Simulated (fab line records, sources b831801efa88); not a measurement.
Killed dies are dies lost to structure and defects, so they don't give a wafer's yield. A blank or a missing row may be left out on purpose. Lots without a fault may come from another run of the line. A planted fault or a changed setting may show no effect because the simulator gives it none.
Chamber matching | flow sky130 | SKY_VIA1_CMP_02 on cmp-01: 4 sister chambers
The step polishes SiO2. 4 wafers are shown with their chamber, then 7 later ones without.

WAFERS WITH THEIR CHAMBER
wafer  | chamber | motor_current_A (A)
L168.2 | 1       | 13.7
L179.6 | 0       | 13.8
L185.1 | 3       | 11.7
L185.2 | 2       | 11.2

WAFERS WITHOUT THEIR CHAMBER
wafer  | motor_current_A (A)
L185.3 | 13.6
L189.2 | 13.3
L189.4 | 11.8
L189.6 | 11.1
L191.1 | 14.1
L191.2 | 14.5
L191.4 | 11.7

WHICH CHAMBER EACH WENT THROUGH
wafer  | from the rows above     | in truth
L185.3 | can't be placed: 1 or 0 | 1
L189.2 | can't be placed: 1 or 0 | 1
L189.4 | can't be placed: 3 or 2 | 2
L189.6 | can't be placed: 2 or 3 | 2
L191.1 | can't be placed: 0 or 1 | 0
L191.2 | can't be placed: 0 or 1 | 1
L191.4 | can't be placed: 3 or 2 | 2
Placed correctly: 0 of 7. Can't be placed from these rows: 7 (the true chamber is among the candidates in 7). Placed wrongly: 0.
How it was worked out, from the rows above alone: a wafer's distance from a chamber is the root of the sum, over the readings, of the square of ((its reading less the chamber's mean) divided by the reading's scatter). The wafer belongs to the nearest chamber; if the next one is less than 2 further off, it can't be placed. A chamber's mean is the mean of its shown wafers. The scatter: with one shown wafer a chamber, the root of the mean of the squares of how far each hidden wafer lies from its nearest shown one.
